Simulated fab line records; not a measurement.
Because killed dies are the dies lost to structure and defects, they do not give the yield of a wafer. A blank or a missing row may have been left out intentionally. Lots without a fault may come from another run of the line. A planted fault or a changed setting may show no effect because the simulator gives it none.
fab line records	flow gf180mcu
record lots=24	wafers=72	last_day=34
route steps=602 shown V3@453 M4@460 V4@479 MIM@510 TOP_METAL@581
lots with no fault: from the same line, run without faults
start_h: the number of hours between the record's first day and the start of the first shown wafer of the lot	wait_h: hours elapsed since this lot's preceding step	" identical to the entry in the row above	L1.1+2: a single row standing in for several wafers	- no value, or no start was given	* or withheld: withheld	< > ~ a bound
route shown NAME@n: a module of which the file shows steps, and the number in the route of the first	usual: mean/standard deviation of fault-free wafers	same: alike in all rows	chamber/n: place in a boat	sites: the reading at each site	_std_site: how widely they spread, as a standard deviation	_edge_site: the outer-site mean with the inner-site mean subtracted	radius_mm: for every site, how far away it sits from the centre of the wafer	mask NAME#n: copy n	behind: the last tool/chamber to shape the wafer	hold: cause of the lot's hold/its duration in hours/its outcome	device: the transistor (n, p or np) that didn't switch	end of line: at the end of the route, the tests of the same wafers	a step with no rows: only its recipe	killed: dies that structure and defects cost at the first sort, which is not the same as the wafer's yield	map: dies across one wafer; x = killed, . = not, _ = none there
set.NAME: setting as actually run; set.NAME@STEP: the setting as run at that earlier step	model.NAME: the simulator's own value behind a step, which no gauge read
one table for each step of the route and one row for each wafer, over a sample of lots
services: when a tool's chamber went out of use (start_h, in hours from the record's first day, below 0 if earlier), for how many hours, and the reason
## steps
# step GF_V3_RS_MEAS_24
# recipe thk_meas_gauge=four-point-probe	reads=W_of_V3_CVD_23+TiN_of_V3_SPUTTER_22+Ti_of_V3_SPUTTER_21
# usual V3_W_RS=0.330/0.0043
lot.wafer	tool	chamber	start_h	wait_h	V3_W_RS[ohm/sq]
L074.4	film_metro-03	-	505.15	0.1	0.327
L074.5	"	-	"	"	0.328
L074.6	"	-	"	"	0.325
L075.1	film_metro-04	-	537.13	0.2	0.328
L075.3	"	-	"	"	0.330
L075.5	"	-	"	"	0.327
L076.1	film_metro-04	-	544.43	0.1	0.328
L076.2	"	-	"	"	0.338
L076.4	"	-	"	"	0.334
L077.2	film_metro-04	-	547.90	0.2	0.334
L077.3	"	-	"	"	0.332
L077.5	"	-	"	"	0.333
L078.1	film_metro-02	-	554.34	0.1	0.333
L078.3	"	-	"	"	0.330
L078.6	"	-	"	"	0.336
L079.1	film_metro-04	-	559.88	0.1	0.333
L079.4	"	-	"	"	0.332
L079.6	"	-	"	"	0.336
L080.1	film_metro-02	-	567.19	0.1	0.328
L080.3	"	-	"	"	0.325
L080.6	"	-	"	"	0.324
L081.3	film_metro-02	-	579.14	0.1	0.331
L081.4	"	-	"	"	0.328
L081.5	"	-	"	"	0.332
L083.1	film_metro-04	-	596.56	0.1	0.328
L083.4	"	-	"	"	0.329
L083.6	"	-	"	"	0.323
L082.2	film_metro-04	-	597.99	0.1	0.338
L082.3	"	-	"	"	0.336
L082.5	"	-	"	"	0.329
L084.4	film_metro-03	-	599.93	0.1	0.324
L084.5	"	-	"	"	0.320
L084.6	"	-	"	"	0.324
L085.1	film_metro-03	-	609.09	0.1	0.328
L085.3	"	-	"	"	0.335
L085.6	"	-	"	"	0.331
L086.1	film_metro-02	-	610.88	0.1	0.325
L086.2	"	-	"	"	0.332
L086.6	"	-	"	"	0.324
L087.1	film_metro-04	-	626.62	0.1	0.334
L087.5	"	-	"	"	0.328
L087.6	"	-	"	"	0.338
L088.1	film_metro-03	-	632.35	0.1	0.337
L088.2	"	-	"	"	0.331
L088.5	"	-	"	"	0.335
L089.3	film_metro-02	-	641.07	0.1	0.334
L089.4	"	-	"	"	0.331
L089.6	"	-	"	"	0.335
L090.1	film_metro-04	-	641.16	0.1	0.330
L090.5	"	-	"	"	0.328
L090.6	"	-	"	"	0.326
L091.1	film_metro-03	-	654.70	0.1	0.330
L091.5	"	-	"	"	0.333
L091.6	"	-	"	"	0.333
L092.2	film_metro-02	-	668.11	0.2	0.325
L092.3	"	-	"	"	0.323
L092.5	"	-	"	"	0.324
L093.3	film_metro-02	-	671.71	0.2	0.326
L093.5	"	-	"	"	0.327
L093.6	"	-	"	"	0.323
L094.3	film_metro-04	-	676.66	0.1	0.328
L094.5	"	-	"	"	0.327
L094.6	"	-	"	"	0.326
L095.1	film_metro-04	-	681.39	0.2	0.326
L095.5	"	-	"	"	0.329
L095.6	"	-	"	"	0.332
L096.1	film_metro-02	-	683.60	0.2	0.326
L096.4	"	-	"	"	0.328
L096.6	"	-	"	"	0.331
L097.2	film_metro-02	-	687.50	0.1	0.335
L097.3	"	-	"	"	0.333
L097.6	"	-	"	"	0.334
# step GF_M4_SPUTTER_04
# recipe material=TiN	target_thk_nm=50	power_w=6500	time_s=41.7	chamber_pressure_pa=0.4
# usual throttle_valve_pct=30.0/0.93
lot.wafer	tool	chamber	start_h	wait_h	throttle_valve_pct
L074.4	pvd_sputter-02	-	505.75	0.0	30.4
L074.5	"	-	"	"	31.5
L074.6	"	-	"	"	30.1
L075.1	pvd_sputter-03	-	537.79	0.0	30.2
L075.3	"	-	"	"	30.3
L075.5	"	-	"	"	29.9
L076.1	pvd_sputter-03	-	545.09	0.0	30.2
L076.2	"	-	"	"	30.0
L076.4	"	-	"	"	28.4
L077.2	pvd_sputter-02	-	548.54	0.0	30.4
L077.3	"	-	"	"	30.2
L077.5	"	-	"	"	31.6
L078.1	pvd_sputter-02	-	555.01	0.0	30.2
L078.3	"	-	"	"	28.5
L078.6	"	-	"	"	30.4
L079.1	pvd_sputter-03	-	560.54	0.0	30.0
L079.4	"	-	"	"	30.3
L079.6	"	-	"	"	30.3
L080.1	pvd_sputter-03	-	567.85	0.0	30.4
L080.3	"	-	"	"	29.6
L080.6	"	-	"	"	30.1
L081.3	pvd_sputter-03	-	579.76	0.0	28.3
L081.4	"	-	"	"	30.2
L081.5	"	-	"	"	29.5
L083.1	pvd_sputter-03	-	597.22	0.0	29.4
L083.4	"	-	"	"	28.4
L083.6	"	-	"	"	29.8
L082.2	pvd_sputter-02	-	598.66	0.0	30.2
L082.3	"	-	"	"	31.7
L082.5	"	-	"	"	28.4
L084.4	pvd_sputter-02	-	600.58	0.0	28.3
L084.5	"	-	"	"	30.3
L084.6	"	-	"	"	28.4
L085.1	pvd_sputter-02	-	609.77	0.0	28.5
L085.3	"	-	"	"	30.4
L085.6	"	-	"	"	28.5
L086.1	pvd_sputter-03	-	611.54	0.0	28.3
L086.2	"	-	"	"	30.7
L086.6	"	-	"	"	28.3
L087.1	pvd_sputter-02	-	627.28	0.0	30.4
L087.5	"	-	"	"	28.6
L087.6	"	-	"	"	30.1
L088.1	pvd_sputter-03	-	633.01	0.0	29.7
L088.2	"	-	"	"	30.1
L088.5	"	-	"	"	30.2
L089.3	pvd_sputter-01	-	641.69	0.0	30.2
L089.4	"	-	"	"	30.6
L089.6	"	-	"	"	30.4
L090.1	pvd_sputter-02	-	641.82	0.0	28.4
L090.5	"	-	"	"	31.4
L090.6	"	-	"	"	30.4
L091.1	pvd_sputter-01	-	655.36	0.0	30.4
L091.5	"	-	"	"	30.4
L091.6	"	-	"	"	30.5
L092.2	pvd_sputter-02	-	668.75	0.0	30.4
L092.3	"	-	"	"	28.7
L092.5	"	-	"	"	30.6
L093.3	pvd_sputter-01	-	672.33	0.0	30.4
L093.5	"	-	"	"	30.3
L093.6	"	-	"	"	30.4
L094.3	pvd_sputter-02	-	677.28	0.0	30.2
L094.5	"	-	"	"	31.2
L094.6	"	-	"	"	30.5
L095.1	pvd_sputter-01	-	682.05	0.0	30.1
L095.5	"	-	"	"	30.6
L095.6	"	-	"	"	30.3
L096.1	pvd_sputter-01	-	684.26	0.0	30.5
L096.4	"	-	"	"	29.9
L096.6	"	-	"	"	30.3
L097.2	pvd_sputter-02	-	688.14	0.0	31.5
L097.3	"	-	"	"	30.4
L097.6	"	-	"	"	30.4
# step GF_V4_THK_MEAS_03
# recipe reads=SiO2_of_V4_CVD_02
# usual V4_CVD_02_THK=851/13
lot.wafer	tool	chamber	start_h	wait_h	V4_CVD_02_THK[nm]
L074.4	film_metro-03	-	529.94	0.0	861
L074.5	"	-	"	"	873
L074.6	"	-	"	"	869
L075.1	film_metro-03	-	561.02	0.0	839
L075.3	"	-	"	"	831
L075.5	"	-	"	"	854
L076.1	film_metro-01	-	568.02	0.0	827
L076.2	"	-	"	"	832
L076.4	"	-	"	"	836
L077.2	film_metro-02	-	571.55	0.0	834
L077.3	"	-	"	"	839
L077.5	"	-	"	"	845
L078.1	film_metro-01	-	577.69	0.0	853
L078.3	"	-	"	"	836
L078.6	"	-	"	"	849
L079.1	film_metro-02	-	583.26	0.0	850
L079.4	"	-	"	"	843
L079.6	"	-	"	"	852
L080.1	film_metro-02	-	590.80	0.0	851
L080.3	"	-	"	"	846
L080.6	"	-	"	"	858
L081.3	film_metro-03	-	602.50	0.1	838
L081.4	"	-	"	"	852
L081.5	"	-	"	"	864
L083.1	film_metro-02	-	618.69	0.0	843
L083.4	"	-	"	"	848
L083.6	"	-	"	"	855
L082.2	film_metro-03	-	620.03	0.0	836
L082.3	"	-	"	"	832
L082.5	"	-	"	"	837
L084.4	film_metro-03	-	622.08	0.1	849
L084.5	"	-	"	"	858
L084.6	"	-	"	"	850
L085.1	film_metro-02	-	631.22	0.0	834
L085.3	"	-	"	"	824
L085.6	"	-	"	"	841
L086.1	film_metro-02	-	632.75	0.0	852
L086.2	"	-	"	"	871
L086.6	"	-	"	"	885
L087.1	film_metro-02	-	647.90	0.0	832
L087.5	"	-	"	"	846
L087.6	"	-	"	"	859
L088.1	film_metro-01	-	653.63	0.0	858
L088.2	"	-	"	"	841
L088.5	"	-	"	"	859
L089.3	film_metro-03	-	661.66	0.1	850
L089.4	"	-	"	"	844
L089.6	"	-	"	"	848
L090.1	film_metro-02	-	662.27	0.0	839
L090.5	"	-	"	"	860
L090.6	"	-	"	"	854
L091.1	film_metro-01	-	675.31	0.0	847
L091.5	"	-	"	"	881
L091.6	"	-	"	"	871
L092.2	film_metro-01	-	688.48	0.0	850
L092.3	"	-	"	"	852
L092.5	"	-	"	"	862
L093.3	film_metro-01	-	692.11	0.1	859
L093.5	"	-	"	"	867
L093.6	"	-	"	"	852
L094.3	film_metro-02	-	697.28	0.1	858
L094.5	"	-	"	"	872
L094.6	"	-	"	"	863
L095.1	film_metro-02	-	702.09	0.0	855
L095.5	"	-	"	"	860
L095.6	"	-	"	"	865
L096.1	film_metro-03	-	704.07	0.0	853
L096.4	"	-	"	"	877
L096.6	"	-	"	"	856
L097.2	film_metro-01	-	707.94	0.0	846
L097.3	"	-	"	"	858
L097.6	"	-	"	"	866
# step GF_V4_STRIP_18
# recipe chemistry=O2/N2	power_w=1400	pressure_mtorr=1500	platen_temp_c=250	o2_flow_sccm=3000	n2_flow_sccm=300	overash_fraction=0.5
# usual drypump_motor_current_A=5.9/0.52	heater_power_w=337/28	oes_product_au=0.593/0.0052
lot.wafer	tool	chamber	start_h	wait_h	drypump_motor_current_A	heater_power_w	oes_product_au	rf_hours_counter_h
L074.4	plasma_asher-03	1	553.19	-	5.9	365	0.586	-
L074.5	"	1	"	"	5.9	360	0.590	-
L074.6	"	0	"	"	6.8	356	0.594	-
L075.1	plasma_asher-04	1	583.60	-	5.6	307	0.594	48
L075.3	"	1	"	"	5.6	303	0.591	-
L075.5	"	1	"	"	5.6	310	0.593	-
L076.1	plasma_asher-03	1	590.88	-	6.0	366	0.590	82
L076.2	"	0	"	"	6.8	357	0.585	82
L076.4	"	1	"	"	5.9	365	0.597	-
L077.2	plasma_asher-03	0	594.00	-	6.7	352	0.584	82
L077.3	"	0	"	"	6.8	354	0.591	-
L077.5	"	1	"	"	5.9	364	0.588	-
L078.1	plasma_asher-03	1	600.72	-	5.9	356	0.595	83
L078.3	"	0	"	"	6.8	351	0.603	-
L078.6	"	0	"	"	6.8	351	0.601	-
L079.1	plasma_asher-01	1	604.88	-	5.6	359	0.593	17
L079.4	"	0	"	"	6.0	274	0.588	-
L079.6	"	0	"	"	6.0	284	0.587	-
L080.1	plasma_asher-04	1	611.79	-	5.6	309	0.597	51
L080.3	"	1	"	"	5.5	305	0.595	-
L080.6	"	1	"	"	5.6	305	0.582	-
L081.3	plasma_asher-01	0	623.81	-	6.0	277	0.587	-
L081.4	"	1	"	"	5.6	361	0.583	-
L081.5	"	0	"	"	6.0	290	0.599	-
L083.1	plasma_asher-03	1	639.44	-	5.9	368	0.601	87
L083.4	"	0	"	"	6.8	352	0.601	-
L083.6	"	1	"	"	6.0	368	0.595	-
L082.2	plasma_asher-04	0	640.50	-	5.2	321	0.592	54
L082.3	"	1	"	"	5.6	307	0.591	-
L082.5	"	0	"	"	5.2	324	0.589	-
L084.4	plasma_asher-03	0	642.78	-	6.7	351	0.594	-
L084.5	"	0	"	"	6.7	358	0.595	-
L084.6	"	1	"	"	5.9	366	0.582	-
L085.1	plasma_asher-04	1	652.13	-	5.5	309	0.600	55
L085.3	"	0	"	"	5.2	326	0.593	-
L085.6	"	0	"	"	5.2	329	0.599	-
L086.1	plasma_asher-03	0	653.25	-	6.8	355	0.597	88
L086.2	"	1	"	"	6.0	367	0.592	88
L086.6	"	1	"	"	5.9	360	0.588	-
L087.1	plasma_asher-03	1	668.09	-	5.9	360	0.590	90
L087.5	"	1	"	"	5.9	366	0.599	-
L087.6	"	0	"	"	6.7	358	0.590	-
L088.1	plasma_asher-03	0	673.85	-	6.8	356	0.597	91
L088.2	"	1	"	"	5.9	361	0.597	91
L088.5	"	0	"	"	6.8	356	0.604	-
L089.3	plasma_asher-04	0	681.03	-	5.2	326	0.594	-
L089.4	"	1	"	"	5.5	304	0.595	-
L089.6	"	1	"	"	5.5	304	0.597	-
L090.1	plasma_asher-04	0	681.84	-	5.2	331	0.597	58
L090.5	"	1	"	"	5.6	306	0.585	-
L090.6	"	0	"	"	5.2	319	0.591	-
L091.1	plasma_asher-04	0	694.98	-	5.2	328	0.587	59
L091.5	"	1	"	"	5.5	307	0.597	-
L091.6	"	0	"	"	5.2	322	0.599	-
L092.2	plasma_asher-03	0	708.05	-	6.7	351	0.589	94
L092.3	"	0	"	"	6.7	355	0.596	-
L092.5	"	0	"	"	6.8	367	0.598	-
L093.3	plasma_asher-01	1	711.56	-	5.6	352	0.593	-
L093.5	"	1	"	"	5.6	359	0.600	-
L093.6	"	0	"	"	6.0	280	0.596	-
L094.3	plasma_asher-01	1	716.01	-	5.6	361	0.592	-
L094.5	"	0	"	"	6.0	281	0.585	-
L094.6	"	1	"	"	5.6	359	0.589	-
L095.1	plasma_asher-04	1	721.04	-	5.6	309	0.580	62
L095.5	"	1	"	"	5.6	305	0.598	-
L095.6	"	0	"	"	5.2	327	0.592	-
L096.1	plasma_asher-03	1	722.73	-	6.0	364	0.592	95
L096.4	"	0	"	"	6.8	354	0.597	-
L096.6	"	1	"	"	5.9	372	0.601	-
L097.2	plasma_asher-01	0	726.48	-	6.0	284	0.599	30
L097.3	"	1	"	"	5.6	352	0.600	-
L097.6	"	1	"	"	5.6	354	0.592	-
# step GF_MIM_SPUTTER_07
# recipe material=TiN	target_thk_nm=60	power_w=6500	time_s=50	chamber_pressure_pa=0.4
# usual throttle_valve_pct=30.1/0.63
lot.wafer	tool	chamber	start_h	wait_h	throttle_valve_pct
L074.4	pvd_sputter-04	-	554.81	0.0	30.0
L074.5	"	-	"	"	31.3
L074.6	"	-	"	"	29.8
L075.1	pvd_sputter-01	-	585.15	0.1	30.6
L075.3	"	-	"	"	30.0
L075.5	"	-	"	"	30.1
L076.1	pvd_sputter-04	-	592.45	0.1	30.3
L076.2	"	-	"	"	31.6
L076.4	"	-	"	"	29.5
L077.2	pvd_sputter-03	-	595.96	0.0	29.8
L077.3	"	-	"	"	30.4
L077.5	"	-	"	"	30.6
L078.1	pvd_sputter-03	-	602.29	0.1	29.7
L078.3	"	-	"	"	30.7
L078.6	"	-	"	"	30.3
L079.1	pvd_sputter-03	-	606.42	0.1	30.7
L079.4	"	-	"	"	29.7
L079.6	"	-	"	"	30.2
L080.1	pvd_sputter-03	-	613.38	0.1	28.5
L080.3	"	-	"	"	30.6
L080.6	"	-	"	"	29.9
L081.3	pvd_sputter-03	-	625.35	0.0	30.1
L081.4	"	-	"	"	29.9
L081.5	"	-	"	"	30.4
L083.1	pvd_sputter-03	-	640.99	0.1	29.4
L083.4	"	-	"	"	29.6
L083.6	"	-	"	"	30.0
L082.2	pvd_sputter-01	-	642.13	0.0	30.1
L082.3	"	-	"	"	29.8
L082.5	"	-	"	"	30.3
L084.4	pvd_sputter-01	-	644.29	0.0	30.4
L084.5	"	-	"	"	30.5
L084.6	"	-	"	"	30.5
L085.1	pvd_sputter-01	-	653.67	0.1	30.4
L085.3	"	-	"	"	30.4
L085.6	"	-	"	"	30.1
L086.1	pvd_sputter-04	-	654.91	0.1	31.6
L086.2	"	-	"	"	29.9
L086.6	"	-	"	"	31.3
L087.1	pvd_sputter-01	-	669.75	0.1	30.2
L087.5	"	-	"	"	30.4
L087.6	"	-	"	"	30.4
L088.1	pvd_sputter-03	-	675.40	0.1	29.9
L088.2	"	-	"	"	30.1
L088.5	"	-	"	"	30.5
L089.3	pvd_sputter-01	-	682.65	0.0	29.9
L089.4	"	-	"	"	30.4
L089.6	"	-	"	"	30.1
L090.1	pvd_sputter-04	-	683.41	0.1	29.8
L090.5	"	-	"	"	29.6
L090.6	"	-	"	"	29.9
L091.1	pvd_sputter-04	-	696.66	0.1	29.5
L091.5	"	-	"	"	30.1
L091.6	"	-	"	"	29.6
L092.2	pvd_sputter-04	-	709.74	0.0	29.7
L092.3	"	-	"	"	31.4
L092.5	"	-	"	"	29.6
L093.3	pvd_sputter-04	-	713.10	0.0	30.1
L093.5	"	-	"	"	30.0
L093.6	"	-	"	"	29.6
L094.3	pvd_sputter-01	-	717.52	0.0	30.0
L094.5	"	-	"	"	30.3
L094.6	"	-	"	"	30.0
L095.1	pvd_sputter-03	-	722.74	0.1	29.9
L095.5	"	-	"	"	29.9
L095.6	"	-	"	"	30.6
L096.1	pvd_sputter-03	-	724.28	0.1	28.5
L096.4	"	-	"	"	30.7
L096.6	"	-	"	"	28.5
L097.2	pvd_sputter-01	-	728.11	0.0	30.4
L097.3	"	-	"	"	30.2
L097.6	"	-	"	"	30.4
# step GF_TOP_METAL_CD_MEAS_14
# recipe target_cd_nm=440
# usual cd_nm=440.0/2.6
lot.wafer	tool	chamber	start_h	wait_h	cd_nm
L074.4	cd_sem-02	-	642.23	0.1	443.4
L074.5	"	-	"	"	441.8
L074.6	"	-	"	"	442.5
L075.1	cd_sem-02	-	669.39	0.1	437.2
L075.3	"	-	"	"	438.7
L075.5	"	-	"	"	439.0
L076.1	cd_sem-01	-	676.17	0.1	442.7
L076.2	"	-	"	"	440.7
L076.4	"	-	"	"	443.5
L077.2	cd_sem-02	-	678.93	0.1	441.4
L077.3	"	-	"	"	440.9
L077.5	"	-	"	"	441.5
L078.1	cd_sem-01	-	685.52	0.1	442.9
L078.3	"	-	"	"	444.7
L078.6	"	-	"	"	443.6
L079.1	cd_sem-01	-	689.22	0.1	438.6
L079.4	"	-	"	"	440.2
L079.6	"	-	"	"	438.0
L080.1	cd_sem-02	-	695.52	0.1	436.0
L080.3	"	-	"	"	436.7
L080.6	"	-	"	"	436.6
L081.3	cd_sem-01	-	707.38	0.1	437.7
L081.4	"	-	"	"	438.2
L081.5	"	-	"	"	435.9
L083.1	cd_sem-02	-	718.47	0.1	440.4
L083.4	"	-	"	"	440.2
L083.6	"	-	"	"	441.4
L082.2	cd_sem-01	-	721.54	0.1	440.6
L082.3	"	-	"	"	441.5
L082.5	"	-	"	"	438.1
L084.4	cd_sem-02	-	723.83	0.1	444.0
L084.5	"	-	"	"	443.5
L084.6	"	-	"	"	442.5
L085.1	cd_sem-01	-	732.57	0.1	445.0
L085.3	"	-	"	"	441.9
L085.6	"	-	"	"	444.1
L086.1	cd_sem-02	-	732.66	0.1	441.1
L086.2	"	-	"	"	442.5
L086.6	"	-	"	"	443.2
L087.1	cd_sem-02	-	745.91	0.1	442.8
L087.5	"	-	"	"	440.4
L087.6	"	-	"	"	440.0
L088.1	cd_sem-02	-	750.04	0.1	440.7
L088.2	"	-	"	"	437.5
L088.5	"	-	"	"	439.7
L089.3	cd_sem-02	-	757.75	0.1	442.7
L089.4	"	-	"	"	440.4
L089.6	"	-	"	"	440.3
L090.1	cd_sem-01	-	759.57	0.1	440.5
L090.5	"	-	"	"	440.5
L090.6	"	-	"	"	442.0
L091.1	cd_sem-02	-	769.42	0.1	437.5
L091.5	"	-	"	"	437.1
L091.6	"	-	"	"	438.9
L092.2	cd_sem-02	-	781.31	0.2	434.4
L092.3	"	-	"	"	434.6
L092.5	"	-	"	"	433.2
L093.3	cd_sem-02	-	782.55	0.1	439.5
L093.5	"	-	"	"	436.8
L093.6	"	-	"	"	436.8
L094.3	cd_sem-02	-	785.78	0.1	440.5
L094.5	"	-	"	"	440.3
L094.6	"	-	"	"	440.6
L095.1	cd_sem-02	-	792.62	0.1	440.0
L095.5	"	-	"	"	439.3
L095.6	"	-	"	"	437.3
L096.1	cd_sem-01	-	793.14	0.1	439.8
L096.4	"	-	"	"	438.8
L096.6	"	-	"	"	438.2
L097.2	cd_sem-01	-	795.94	0.1	439.8
L097.3	"	-	"	"	440.9
L097.6	"	-	"	"	439.2
## services
tool	chamber	start_h	hours	kind
pvd_sputter-01	0	482.63	-	consumable_replace:kit
pvd_sputter-01	0	482.63	18.0	scheduled_down
pvd_sputter-01	0	482.63	18.0	vent_cycle
pvd_sputter-03	-	504.84	7.1	repair
pvd_sputter-03	-	533.03	2.6	repair
pvd_sputter-02	-	562.42	2.7	repair
pvd_sputter-04	2	598.40	-	consumable_replace:kit
pvd_sputter-04	2	598.40	18.0	scheduled_down
pvd_sputter-04	2	598.40	18.0	vent_cycle
pvd_sputter-03	2	623.48	-	consumable_replace:kit
pvd_sputter-03	2	623.48	18.0	scheduled_down
pvd_sputter-03	2	623.48	18.0	vent_cycle
pvd_sputter-02	3	642.80	-	consumable_replace:kit
pvd_sputter-02	3	642.80	18.0	scheduled_down
pvd_sputter-02	3	642.80	18.0	vent_cycle
plasma_asher-01	-	647.02	1.5	repair
pvd_sputter-01	3	650.84	-	consumable_replace:kit
pvd_sputter-01	3	650.84	18.0	scheduled_down
pvd_sputter-01	3	650.84	18.0	vent_cycle
pvd_sputter-03	-	659.12	1.7	repair
pvd_sputter-01	-	691.69	2.4	repair
plasma_asher-03	-	699.93	4.0	repair
pvd_sputter-02	-	720.99	2.2	repair
## key
fault none
